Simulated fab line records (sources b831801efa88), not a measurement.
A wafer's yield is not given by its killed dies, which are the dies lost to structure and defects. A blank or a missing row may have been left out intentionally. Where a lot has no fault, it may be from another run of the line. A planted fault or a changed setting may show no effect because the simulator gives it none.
Matching of chambers | flow gf180mcu | GF_V3_CMP_04 on cmp-02: 4 sister chambers
The step polishes SiO2. 4 wafers are shown with their chamber, then 7 later ones without.

WAFERS WITH THEIR CHAMBER
wafer  | chamber | motor current A (A)
L108.2 | 1       | 10.1
L108.5 | 0       | 10.0
L111.1 | 3       | 11.6
L111.3 | 2       | 13.2

WAFERS WHOSE CHAMBER IS MISSING
wafer  | motor current A (A)
L111.6 | 10.4
L112.1 | 10.9
L112.3 | 10.0
L112.6 | 12.8
L114.3 | 11.6
L114.4 | 12.5
L114.5 | 10.5

EACH ONE'S CHAMBER
wafer  | from the rows above          | in truth
L111.6 | can't be placed: 1 or 0      | 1
L112.1 | can't be placed: 3 or 1 or 0 | 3
L112.3 | can't be placed: 0 or 1      | 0
L112.6 | can't be placed: 2 or 3      | 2
L114.3 | 3                            | 3
L114.4 | can't be placed: 2 or 3      | 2
L114.5 | can't be placed: 1 or 0 or 3 | 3
1 of 7 placed correctly. Unplaceable from these rows: 6, with the true chamber sitting among the candidates in 6. 0 placed wrongly.
How it was worked out, from the rows above alone: a wafer's distance from a chamber is the root of the sum, over the readings, of the square of ((its reading less the chamber's mean) divided by the reading's scatter). If the next closest chamber is less than 2 further off than the closest, the wafer can't be placed; otherwise it belongs to the closest. Each chamber's mean is taken over the wafers shown for it. The scatter (one wafer shown for each chamber): square how far every hidden wafer sits from the nearest shown wafer, average those squares and take the square root.
